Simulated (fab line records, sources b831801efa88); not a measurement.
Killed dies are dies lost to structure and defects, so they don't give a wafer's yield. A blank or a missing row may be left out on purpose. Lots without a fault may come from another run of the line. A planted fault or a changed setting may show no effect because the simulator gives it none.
fab line records | flow gf180mcu
record lots=24 wafers=72 last_day=34
route steps=602 shown STI@14 SALICIDE@282 M2@363 M4@471 V4@492
lots that met no fault: from a run of the same line without faults
start_h: hours from the record's first day to the start of the lot's first wafer shown | wait_h: hours since the lot's step before | " the same as in the row above | L1.1+2: a row that stands for several wafers | - no value, or no start given | * or withheld: withheld | < > ~ a bound
route shown NAME@n: a module of which the file shows steps, and the number in the route of the first | usual: mean/standard deviation of fault-free wafers | same: alike in all rows | chamber/n: place in a boat | sites: the reading at each site | _std_site: their standard deviation | _edge_site: outer sites' mean less inner sites' | radius_mm: how far each site lies from the wafer's centre | mask NAME#n: copy n | behind: the tool/chamber that last shaped the wafer | hold: why the lot was held/for how many hours/how that ended | device: the transistor (n, p or np) that didn't switch | end of line: the same wafers' tests at the end of the route | a step without rows: its recipe alone | killed: dies lost to structure and defects at the first sort, not the wafer's yield | map: a wafer's dies, x killed, . not, _ none there
set.NAME: the setting as run; set.NAME@STEP: as run at that earlier step | model.NAME: the simulator's own value behind a step, which no gauge read
steps of the route over a sample of lots; a table a step, a row a wafer
services: from which hour (start_h, from the record's first day; less than 0 if before it) a tool's chamber was out of use, for how many hours, and why
## steps
# step GF_STI_ETCH_13
# recipe chemistry=CHF3/O2 stop_on=Si over_etch_frac=0.3 target_depth_a=2823.1 source_w=600 bias_w=200 pressure_mtorr=40 chf3_flow_sccm=50 O2_flow_sccm=5 time_s=112.9
# usual bias_w=200.0/0.58 drypump_motor_current_A=5.6/0.57 oes_product_au=0.833/0.0066 throttle_valve_pct=8.810/0.0085
# columns lot.wafer tool chamber start_h wait_h bias_w drypump_motor_current_A oes_product_au rf_hours_counter_h throttle_valve_pct
L074.3 rie_diel-04 3 29.17 0.1 200.1 4.9 0.825 165 8.800
L074.4 " 0 " " 199.5 5.1 0.820 86 8.825
L074.6 " 2 " " 199.8 5.4 0.826 - 8.809
L075.1 rie_diel-01 2 32.67 0.1 200.1 6.7 0.834 21 8.795
L075.2 " 1 " " 199.7 5.4 0.836 148 8.803
L075.3 " 0 " " 201.1 5.6 0.823 57 8.820
L076.2 rie_diel-03 1 36.50 0.1 200.5 6.3 0.829 7 8.814
L076.5 " 2 " " 199.6 4.7 0.835 - 8.827
L076.6 " 1 " " 199.9 6.3 0.837 - 8.815
L077.2 rie_diel-04 3 42.75 0.1 199.9 4.9 0.838 165 8.814
L077.3 " 1 " " 200.7 5.3 0.840 18 8.804
L077.5 " 1 " " 200.3 5.3 0.836 - 8.797
L078.1 rie_diel-03 3 46.27 0.1 200.1 6.1 0.831 6 8.817
L078.3 " 0 " " 200.0 6.4 0.834 105 8.809
L078.4 " 1 " " 200.8 6.3 0.829 8 8.816
L079.4 rie_diel-03 0 52.50 0.0 199.3 6.4 0.833 105 8.803
L079.5 " 2 " " 199.6 4.7 0.831 - 8.810
L079.6 " 1 " " 199.7 6.4 0.839 - 8.813
L080.2 rie_diel-01 1 56.87 0.1 199.3 5.4 0.836 149 8.801
L080.4 " 0 " " 199.6 5.6 0.838 - 8.812
L080.5 " 1 " " 199.5 5.4 0.830 - 8.821
L081.1 rie_diel-01 0 60.87 0.1 201.2 5.6 0.834 57 8.819
L081.2 " 3 " " 199.6 5.6 0.837 88 8.801
L081.6 " 1 " " 199.6 5.4 0.833 - 8.804
L082.1 rie_diel-04 1 67.75 0.1 199.8 5.2 0.836 18 8.833
L082.4 " 0 " " 199.5 5.0 0.845 87 8.811
L082.5 " 3 " " 199.8 4.9 0.836 - 8.811
L083.1 rie_diel-01 2 71.57 0.1 200.5 6.7 0.843 22 8.812
L083.2 " 3 " " 200.6 5.6 0.835 88 8.820
L083.4 " 0 " " 200.3 5.6 0.836 58 8.812
L084.1 rie_diel-01 2 76.97 0.1 199.6 6.7 0.844 22 8.805
L084.4 " 1 " " 199.9 5.4 0.836 149 8.815
L084.5 " 1 " " 200.5 5.4 0.832 - 8.812
L085.2 rie_diel-01 2 83.72 0.1 200.6 6.7 0.831 22 8.803
L085.4 " 0 " " 200.0 5.7 0.843 58 8.815
L085.5 " 0 " " 200.8 5.6 0.835 - 8.799
L086.1 rie_diel-04 3 87.17 0.1 199.4 4.9 0.839 166 8.817
L086.2 " 2 " " 200.2 5.4 0.834 103 8.812
L086.6 " 0 " " 200.0 5.1 0.834 - 8.817
L087.2 rie_diel-01 3 93.10 0.1 201.0 5.6 0.837 89 8.797
L087.4 " 0 " " 199.4 5.7 0.841 58 8.820
L087.6 " 0 " " 199.3 5.6 0.837 - 8.829
L088.1 rie_diel-03 1 97.72 0.1 199.9 6.3 0.831 9 8.802
L088.3 " 0 " " 200.1 6.4 0.827 106 8.806
L088.5 " 0 " " 199.9 6.4 0.826 - 8.818
L089.2 rie_diel-04 2 102.45 0.1 198.9 5.4 0.836 104 8.825
L089.4 " 0 " " 198.9 5.1 0.841 - 8.802
L089.5 " 2 " " 198.6 5.4 0.837 - 8.813
L090.1 rie_diel-03 2 109.85 0.1 200.4 4.7 0.820 124 8.800
L090.4 " 0 " " 200.7 6.4 0.831 107 8.805
L090.5 " 1 " " 201.1 6.3 0.829 - 8.802
L091.1 rie_diel-01 2 115.77 0.1 200.2 6.7 0.828 23 8.815
L091.3 " 1 " " 200.4 5.4 0.823 150 8.807
L091.6 " 3 " " 200.1 5.6 0.828 - 8.798
L092.1 rie_diel-03 3 119.85 0.1 201.2 6.0 0.825 9 8.813
L092.4 " 0 " " 199.0 6.4 0.827 107 8.800
L092.5 " 1 " " 200.2 6.3 0.832 - 8.805
L093.2 rie_diel-01 0 124.05 0.1 199.8 5.6 0.840 59 8.804
L093.3 " 3 " " 200.3 5.6 0.838 89 8.808
L093.4 " 1 " " 199.9 5.4 0.839 151 8.808
L094.1 rie_diel-01 3 130.11 0.1 199.3 5.6 0.843 90 8.813
L094.5 " 0 " " 199.7 5.6 0.834 - 8.811
L094.6 " 3 " " 200.2 5.6 0.839 - 8.797
L095.2 rie_diel-04 1 133.61 0.1 199.7 5.2 0.831 20 8.823
L095.4 " 3 " " 200.1 4.9 0.840 0 8.806
L095.5 " 3 " " 199.9 4.9 0.831 - 8.808
L096.2 rie_diel-04 2 138.21 0.1 200.2 5.3 0.843 104 8.805
L096.4 " 3 " " 199.2 4.9 0.844 1 8.819
L096.5 " 0 " " 200.2 5.1 0.833 - 8.826
L097.3 rie_diel-03 2 145.22 0.1 199.6 4.7 0.837 125 8.808
L097.4 " 3 " " 200.0 6.0 0.825 9 8.808
L097.5 " 1 " " 200.2 6.3 0.832 - 8.816
# step GF_SALICIDE_RS_MEAS_04
# recipe thk_meas_gauge=four-point-probe reads=TiN_of_SALICIDE_SPUTTER_03+Co_of_SALICIDE_SPUTTER_02
# usual SALICIDE_TIN_RS=16.29/0.3
# columns lot.wafer tool chamber start_h wait_h SALICIDE_TIN_RS[ohm/sq]
L074.3 film_metro-02 - 346.71 0.1 16.76
L074.4 " - " " 16.76
L074.6 " - " " 16.59
L075.1 film_metro-02 - 353.65 0.0 16.38
L075.2 " - " " 16.50
L075.3 " - " " 16.11
L076.2 film_metro-03 - 364.41 0.0 16.47
L076.5 " - " " 16.17
L076.6 " - " " 16.50
L077.2 film_metro-04 - 367.41 0.0 16.19
L077.3 " - " " 16.21
L077.5 " - " " 16.06
L078.1 film_metro-04 - 372.17 0.0 16.22
L078.3 " - " " 16.58
L078.4 " - " " 16.51
L079.4 film_metro-04 - 380.74 0.1 16.05
L079.5 " - " " 16.04
L079.6 " - " " 15.97
L080.2 film_metro-03 - 385.55 0.0 16.11
L080.4 " - " " 16.11
L080.5 " - " " 16.16
L081.1 film_metro-04 - 402.56 0.0 16.57
L081.2 " - " " 16.84
L081.6 " - " " 16.64
L082.1 film_metro-04 - 412.60 0.0 16.44
L082.4 " - " " 16.23
L082.5 " - " " 16.57
L083.1 film_metro-02 - 417.41 0.0 16.46
L083.2 " - " " 15.92
L083.4 " - " " 16.08
L084.1 film_metro-02 - 427.46 0.0 16.05
L084.4 " - " " 15.94
L084.5 " - " " 15.93
L085.2 film_metro-04 - 435.44 0.0 15.93
L085.4 " - " " 16.00
L085.5 " - " " 15.96
L086.1 film_metro-03 - 449.10 0.0 15.93
L086.2 " - " " 15.96
L086.6 " - " " 15.94
L087.2 film_metro-04 - 461.86 0.0 16.62
L087.4 " - " " 16.59
L087.6 " - " " 16.50
L088.1 film_metro-04 - 468.75 0.0 15.98
L088.3 " - " " 16.50
L088.5 " - " " 16.04
L089.2 film_metro-04 - 471.51 0.0 16.23
L089.4 " - " " 16.30
L089.5 " - " " 16.62
L090.1 film_metro-04 - 483.14 0.0 16.61
L090.4 " - " " 16.66
L090.5 " - " " 16.58
L091.1 film_metro-03 - 490.97 0.0 16.24
L091.3 " - " " 16.55
L091.6 " - " " 16.44
L092.1 film_metro-02 - 499.65 0.0 15.92
L092.4 " - " " 16.15
L092.5 " - " " 16.05
L093.2 film_metro-04 - 502.70 0.0 16.03
L093.3 " - " " 16.39
L093.4 " - " " 16.09
L094.1 film_metro-04 - 509.22 0.0 16.57
L094.5 " - " " 16.60
L094.6 " - " " 16.54
L095.2 film_metro-04 - 516.49 0.0 16.13
L095.4 " - " " 15.98
L095.5 " - " " 16.03
L096.2 film_metro-03 - 526.75 0.0 16.07
L096.4 " - " " 16.21
L096.5 " - " " 16.12
L097.3 film_metro-02 - 532.32 0.1 15.83
L097.4 " - " " 15.87
L097.5 " - " " 15.90
# step GF_M2_SPUTTER_01
# recipe material=TiN target_thk_nm=30 power_w=6500 time_s=25 chamber_pressure_pa=0.4
# usual cathode_dc_power_W=6500.2/1.2 throttle_valve_pct=30.3/0.91
# columns lot.wafer tool chamber start_h wait_h cathode_dc_power_W throttle_valve_pct
L074.3 pvd_sputter-04 - 418.63 0.1 6500.2 30.1
L074.4 " - " " 6499.2 29.8
L074.6 " - " " 6501.3 29.6
L075.1 pvd_sputter-02 - 427.43 0.1 6498.8 29.8
L075.2 " - " " 6500.7 30.6
L075.3 " - " " 6500.5 30.9
L076.2 pvd_sputter-03 - 439.83 0.1 6500.9 29.3
L076.5 " - " " 6498.0 31.7
L076.6 " - " " 6499.3 29.5
L077.2 pvd_sputter-04 - 443.87 0.1 6499.5 29.7
L077.3 " - " " 6501.6 30.3
L077.5 " - " " 6498.5 29.6
L078.1 pvd_sputter-02 - 446.96 0.1 6500.6 30.6
L078.3 " - " " 6502.0 30.0
L078.4 " - " " 6499.9 31.0
L079.4 pvd_sputter-02 - 456.46 0.0 6500.5 31.2
L079.5 " - " " 6499.5 30.2
L079.6 " - " " 6501.0 30.8
L080.2 pvd_sputter-04 - 461.54 0.1 6502.0 31.7
L080.4 " - " " 6498.0 29.5
L080.5 " - " " 6498.8 31.5
L081.1 pvd_sputter-02 - 480.97 0.1 6501.5 31.1
L081.2 " - " " 6499.8 29.9
L081.6 " - " " 6498.8 30.7
L082.1 pvd_sputter-04 - 491.23 0.1 6499.2 29.0
L082.4 " - " " 6500.1 31.7
L082.5 " - " " 6501.2 29.7
L083.1 pvd_sputter-03 - 496.12 0.1 6500.0 31.5
L083.2 " - " " 6502.1 29.5
L083.4 " - " " 6499.2 31.7
L084.1 pvd_sputter-04 - 505.77 0.1 6500.7 28.9
L084.4 " - " " 6500.0 31.5
L084.5 " - " " 6502.0 29.0
L085.2 pvd_sputter-03 - 512.75 0.1 6498.6 31.6
L085.4 " - " " 6500.5 32.0
L085.5 " - " " 6499.8 29.5
L086.1 pvd_sputter-02 - 525.78 0.1 6499.9 30.3
L086.2 " - " " 6499.3 30.5
L086.6 " - " " 6500.1 30.6
L087.2 pvd_sputter-02 - 537.69 0.1 6500.9 30.4
L087.4 " - " " 6497.6 30.1
L087.6 " - " " 6499.1 31.0
L088.1 pvd_sputter-04 - 544.22 0.1 6496.8 28.9
L088.3 " - " " 6499.7 30.6
L088.5 " - " " 6497.9 30.3
L089.2 pvd_sputter-04 - 548.32 0.1 6500.7 31.2
L089.4 " - " " 6500.6 29.8
L089.5 " - " " 6499.5 28.8
L090.1 pvd_sputter-02 - 558.17 0.1 6500.4 30.3
L090.4 " - " " 6500.8 30.9
L090.5 " - " " 6502.0 29.9
L091.1 pvd_sputter-04 - 564.89 0.1 6501.0 28.8
L091.3 " - " " 6500.3 30.2
L091.6 " - " " 6500.7 28.8
L092.1 pvd_sputter-04 - 572.54 0.1 6502.5 30.4
L092.4 " - " " 6501.0 28.8
L092.5 " - " " 6499.2 29.6
L093.2 pvd_sputter-03 - 575.74 0.1 6498.9 29.6
L093.3 " - " " 6498.6 32.1
L093.4 " - " " 6499.8 31.2
L094.1 pvd_sputter-02 - 582.69 0.1 6500.5 31.1
L094.5 " - " " 6498.9 30.4
L094.6 " - " " 6501.2 29.9
L095.2 pvd_sputter-02 - 588.66 0.1 6498.5 30.9
L095.4 " - " " 6496.8 30.3
L095.5 " - " " 6502.0 30.2
L096.2 pvd_sputter-04 - 598.47 0.1 6499.5 30.1
L096.4 " - " " 6501.4 29.6
L096.5 " - " " 6502.8 29.8
L097.3 pvd_sputter-04 - 603.43 0.1 6501.1 31.6
L097.4 " - " " 6499.6 29.8
L097.5 " - " " 6501.1 29.5
# step GF_M4_OVL_MEAS_15
# usual M4_OVL=1/5.4
# columns lot.wafer tool chamber start_h wait_h M4_OVL[nm]
L074.3 overlay-02 - 543.15 0.1 0
L074.4 " - " " 9
L074.6 " - " " 4
L075.1 overlay-02 - 552.29 0.1 -1
L075.2 " - " " 4
L075.3 " - " " 6
L076.2 overlay-02 - 562.76 0.1 6
L076.5 " - " " 4
L076.6 " - " " 10
L077.2 overlay-01 - 565.27 0.1 -1
L077.3 " - " " 0
L077.5 " - " " 0
L078.1 overlay-02 - 569.54 0.1 9
L078.3 " - " " 11
L078.4 " - " " 3
L079.4 overlay-01 - 577.38 0.1 -7
L079.5 " - " " -4
L079.6 " - " " -8
L080.2 overlay-01 - 582.12 0.1 -7
L080.4 " - " " -1
L080.5 " - " " -1
L081.1 overlay-02 - 600.16 0.1 4
L081.2 " - " " 2
L081.6 " - " " 5
L082.1 overlay-02 - 608.71 0.1 -4
L082.4 " - " " -4
L082.5 " - " " 2
L083.1 overlay-01 - 613.71 0.1 -8
L083.2 " - " " -3
L083.4 " - " " -3
L084.1 overlay-02 - 622.56 0.1 -7
L084.4 " - " " -5
L084.5 " - " " -6
L085.2 overlay-01 - 627.47 0.1 4
L085.4 " - " " 2
L085.5 " - " " -1
L086.1 overlay-01 - 637.76 0.1 -2
L086.2 " - " " 3
L086.6 " - " " 1
L087.2 overlay-01 - 647.86 0.1 2
L087.4 " - " " 4
L087.6 " - " " 5
L088.1 overlay-01 - 655.71 0.1 -6
L088.3 " - " " -2
L088.5 " - " " 2
L089.2 overlay-02 - 658.99 0.1 -1
L089.4 " - " " -8
L089.5 " - " " -3
L090.1 overlay-01 - 666.16 0.1 7
L090.4 " - " " 11
L090.5 " - " " 5
L091.1 overlay-01 - 674.95 0.1 4
L091.3 " - " " 7
L091.6 " - " " -3
L092.1 overlay-02 - 679.41 0.1 2
L092.4 " - " " 6
L092.5 " - " " 0
L093.2 overlay-02 - 682.81 0.1 0
L093.3 " - " " -2
L093.4 " - " " 2
L094.1 overlay-02 - 689.21 0.1 1
L094.5 " - " " 2
L094.6 " - " " 5
L095.2 overlay-01 - 695.09 0.1 1
L095.4 " - " " -6
L095.5 " - " " -9
L096.2 overlay-02 - 705.27 0.1 6
L096.4 " - " " 7
L096.5 " - " " 13
L097.3 overlay-02 - 706.33 0.1 -8
L097.4 " - " " -3
L097.5 " - " " -9
# step GF_V4_ETCH_16
# recipe chemistry=N2/H2 target_depth_a=withheld overetch_a=withheld time_s=withheld target=BARC ion_energy_ev=200 source_w=500 bias_w=100 pressure_mtorr=30 n2_flow_sccm=100 h2_flow_sccm=200
# usual bias_w=100.0/0.33 drypump_motor_current_A=5.5/0.6 oes_product_au=0.855/0.0047 throttle_valve_pct=13.224/0.01
# columns lot.wafer tool chamber start_h wait_h bias_w drypump_motor_current_A oes_product_au throttle_valve_pct
L074.3 rie_diel-04 2 566.72 0.0 99.9 5.4 0.856 13.230
L074.4 " 3 " " 99.8 4.9 0.850 13.225
L074.6 " 0 " " 99.8 5.1 0.851 13.236
L075.1 rie_diel-04 0 575.47 0.0 99.8 5.1 0.859 13.224
L075.2 " 1 " " 99.6 5.3 0.854 13.231
L075.3 " 2 " " 100.3 5.4 0.867 13.244
L076.2 rie_diel-01 3 585.77 0.0 99.9 5.6 0.859 13.221
L076.5 " 3 " " 99.6 5.6 0.853 13.220
L076.6 " 2 " " 100.1 6.7 0.854 13.227
L077.2 rie_diel-03 0 588.37 0.0 100.7 6.4 0.853 13.232
L077.3 " 3 " " 100.0 6.0 0.848 13.233
L077.5 " 2 " " 100.5 4.7 0.860 13.233
L078.1 rie_diel-04 0 591.92 0.0 100.6 5.1 0.853 13.220
L078.3 " 2 " " 99.7 5.4 0.855 13.226
L078.4 " 3 " " 100.0 4.9 0.856 13.231
L079.4 rie_diel-03 0 599.24 0.0 99.9 6.4 0.857 13.225
L079.5 " 2 " " 99.9 4.7 0.843 13.225
L079.6 " 3 " " 99.8 6.0 0.851 13.207
L080.2 rie_diel-01 1 604.24 0.0 100.2 5.4 0.850 13.215
L080.4 " 0 " " 99.8 5.6 0.857 13.219
L080.5 " 3 " " 101.0 5.6 0.855 13.214
L081.1 rie_diel-03 0 622.74 0.0 99.6 6.4 0.859 13.223
L081.2 " 1 " " 100.5 6.3 0.860 13.231
L081.6 " 1 " " 100.2 6.3 0.855 13.236
L082.1 rie_diel-01 1 630.52 0.0 100.2 5.5 0.858 13.215
L082.4 " 3 " " 100.1 5.6 0.859 13.227
L082.5 " 2 " " 100.8 6.7 0.854 13.221
L083.1 rie_diel-04 1 634.87 0.0 100.6 5.3 0.852 13.205
L083.2 " 2 " " 99.9 5.4 0.858 13.225
L083.4 " 0 " " 99.9 5.1 0.858 13.226
L084.1 rie_diel-04 1 643.34 0.0 100.0 5.3 0.850 13.228
L084.4 " 2 " " 99.8 5.3 0.858 13.215
L084.5 " 0 " " 100.0 5.1 0.861 13.229
L085.2 rie_diel-04 1 649.32 0.0 99.6 5.3 0.858 13.221
L085.4 " 2 " " 99.7 5.4 0.849 13.232
L085.5 " 2 " " 100.0 5.3 0.861 13.233
L086.1 rie_diel-03 3 659.97 0.0 100.2 6.0 0.854 13.227
L086.2 " 2 " " 99.8 4.7 0.845 13.212
L086.6 " 1 " " 99.9 6.3 0.854 13.225
L087.2 rie_diel-04 1 669.29 0.0 100.0 5.3 0.852 13.214
L087.4 " 0 " " 100.1 5.1 0.857 13.227
L087.6 " 0 " " 99.7 5.1 0.851 13.235
L088.1 rie_diel-03 0 676.87 0.0 100.1 6.4 0.849 13.219
L088.3 " 3 " " 99.9 6.1 0.843 13.230
L088.5 " 1 " " 100.3 6.3 0.862 13.228
L089.2 rie_diel-03 2 679.37 0.0 99.7 4.7 0.858 13.223
L089.4 " 0 " " 100.4 6.4 0.862 13.246
L089.5 " 1 " " 100.2 6.3 0.858 13.221
L090.1 rie_diel-04 2 686.87 0.0 99.2 5.4 0.850 13.225
L090.4 " 1 " " 99.9 5.3 0.858 13.203
L090.5 " 3 " " 99.9 4.9 0.848 13.223
L091.1 rie_diel-01 0 695.47 0.0 99.8 5.6 0.855 13.216
L091.3 " 1 " " 100.6 5.4 0.856 13.217
L091.6 " 0 " " 99.7 5.6 0.854 13.222
L092.1 rie_diel-01 2 699.99 0.0 100.1 6.7 0.861 13.221
L092.4 " 3 " " 99.7 5.6 0.851 13.202
L092.5 " 3 " " 100.2 5.6 0.858 13.237
L093.2 rie_diel-04 1 703.07 0.0 100.3 5.3 0.854 13.221
L093.3 " 0 " " 99.8 5.0 0.852 13.237
L093.4 " 3 " " 100.4 4.9 0.865 13.257
L094.1 rie_diel-01 0 709.12 0.0 99.9 5.6 0.850 13.224
L094.5 " 0 " " 100.5 5.7 0.846 13.209
L094.6 " 1 " " 99.8 5.4 0.858 13.241
L095.2 rie_diel-03 1 714.67 0.0 100.0 6.3 0.854 13.218
L095.4 " 2 " " 100.2 4.7 0.855 13.234
L095.5 " 1 " " 100.5 6.3 0.859 13.231
L096.2 rie_diel-03 0 724.04 0.0 99.7 6.4 0.855 13.240
L096.4 " 3 " " 99.7 6.0 0.856 13.236
L096.5 " 3 " " 99.8 6.0 0.858 13.227
L097.3 rie_diel-04 2 725.32 0.0 100.6 5.4 0.851 13.222
L097.4 " 1 " " 100.4 5.3 0.852 13.218
L097.5 " 0 " " 99.8 5.0 0.860 13.229
# step GF_V4_SPUTTER_22
# recipe material=TiN target_thk_nm=10 chamber_pressure_pa=5 power_w=4000 time_s=40
# usual cathode_dc_power_W=4000.0/0.66 throttle_valve_pct=30.2/1
# columns lot.wafer tool chamber start_h wait_h cathode_dc_power_W throttle_valve_pct
L074.3 pvd_sputter-02 - 567.44 0.0 3999.9 30.6
L074.4 " - " " 4000.1 29.9
L074.6 " - " " 3999.2 30.2
L075.1 pvd_sputter-01 - 576.19 0.0 4000.0 31.6
L075.2 " - " " 3999.8 29.3
L075.3 " - " " 4000.3 29.6
L076.2 pvd_sputter-03 - 586.51 0.0 4000.3 31.4
L076.5 " - " " 3999.8 31.6
L076.6 " - " " 3999.3 29.5
L077.2 pvd_sputter-01 - 589.10 0.0 4001.0 29.1
L077.3 " - " " 3999.6 31.5
L077.5 " - " " 3998.8 31.5
L078.1 pvd_sputter-01 - 592.67 0.0 3999.9 31.6
L078.3 " - " " 3999.8 29.6
L078.4 " - " " 3999.6 29.1
L079.4 pvd_sputter-02 - 599.97 0.0 3999.1 30.5
L079.5 " - " " 4000.8 31.0
L079.6 " - " " 4000.3 30.0
L080.2 pvd_sputter-03 - 605.00 0.0 3999.8 32.0
L080.4 " - " " 3999.1 29.5
L080.5 " - " " 3999.2 29.4
L081.1 pvd_sputter-01 - 623.47 0.0 3999.6 29.2
L081.2 " - " " 4000.4 28.9
L081.6 " - " " 4000.3 31.2
L082.1 pvd_sputter-01 - 631.25 0.0 3999.0 29.2
L082.4 " - " " 3999.1 28.9
L082.5 " - " " 4000.5 31.7
L083.1 pvd_sputter-03 - 635.60 0.0 3999.5 31.5
L083.2 " - " " 3999.1 31.7
L083.4 " - " " 4000.1 29.3
L084.1 pvd_sputter-03 - 644.07 0.0 3999.6 31.6
L084.4 " - " " 4000.0 29.3
L084.5 " - " " 4000.3 31.7
L085.2 pvd_sputter-01 - 650.07 0.0 4001.6 29.1
L085.4 " - " " 4000.1 29.4
L085.5 " - " " 3999.9 29.2
L086.1 pvd_sputter-01 - 660.70 0.0 4000.7 31.7
L086.2 " - " " 3999.4 29.0
L086.6 " - " " 3999.8 29.5
L087.2 pvd_sputter-01 - 670.06 0.0 4000.2 31.4
L087.4 " - " " 4000.0 28.7
L087.6 " - " " 4001.1 31.5
L088.1 pvd_sputter-03 - 677.63 0.0 4001.4 31.4
L088.3 " - " " 4000.4 31.8
L088.5 " - " " 3999.5 31.2
L089.2 pvd_sputter-02 - 680.11 0.0 3999.5 30.9
L089.4 " - " " 3999.0 30.9
L089.5 " - " " 4000.3 30.4
L090.1 pvd_sputter-02 - 687.60 0.0 4000.4 30.5
L090.4 " - " " 4000.4 31.0
L090.5 " - " " 4000.1 30.3
L091.1 pvd_sputter-02 - 696.23 0.0 3999.7 30.2
L091.3 " - " " 3999.2 30.6
L091.6 " - " " 4000.8 30.1
L092.1 pvd_sputter-03 - 700.72 0.0 4000.1 29.3
L092.4 " - " " 3999.9 29.4
L092.5 " - " " 4000.0 31.9
L093.2 pvd_sputter-03 - 703.79 0.0 3999.6 29.7
L093.3 " - " " 3998.9 29.6
L093.4 " - " " 3999.1 31.4
L094.1 pvd_sputter-01 - 709.84 0.0 3999.9 29.1
L094.5 " - " " 3999.1 31.3
L094.6 " - " " 4000.4 29.3
L095.2 pvd_sputter-01 - 715.41 0.0 4000.5 29.3
L095.4 " - " " 4002.1 29.5
L095.5 " - " " 4001.3 28.8
L096.2 pvd_sputter-02 - 724.77 0.0 4000.3 30.4
L096.4 " - " " 3999.5 31.0
L096.5 " - " " 4001.1 30.5
L097.3 pvd_sputter-03 - 726.04 0.0 3999.9 29.7
L097.4 " - " " 4000.0 31.6
L097.5 " - " " 4000.4 29.4
## services
# columns tool chamber start_h hours kind
rie_diel-01 2 53.85 7.2 repair
rie_diel-01 1 127.08 6.3 repair
rie_diel-04 - 130.23 0.4 repair
rie_diel-04 3 154.94 14.6 repair
rie_diel-01 3 183.69 8.8 repair
rie_diel-04 2 194.23 1.9 repair
rie_diel-01 3 197.38 2.1 repair
rie_diel-01 - 230.49 4.0 repair
rie_diel-04 0 275.72 5.1 repair
rie_diel-04 3 281.44 1.7 repair
rie_diel-04 0 283.56 5.7 repair
rie_diel-04 3 338.36 5.9 repair
rie_diel-04 3 369.51 8.8 repair
rie_diel-01 1 384.01 10.9 repair
rie_diel-04 1 384.95 41.0 repair
rie_diel-04 - 419.23 2.8 pm
rie_diel-04 0 448.72 5.9 repair
rie_diel-01 - 465.44 2.8 pm
rie_diel-04 - 480.50 0.3 repair
rie_diel-04 2 503.18 12.5 repair
rie_diel-04 2 532.16 5.3 repair
rie_diel-01 - 607.12 0.5 repair
rie_diel-01 1 640.59 21.1 repair
rie_diel-01 1 667.32 2.3 repair
## key
fault none
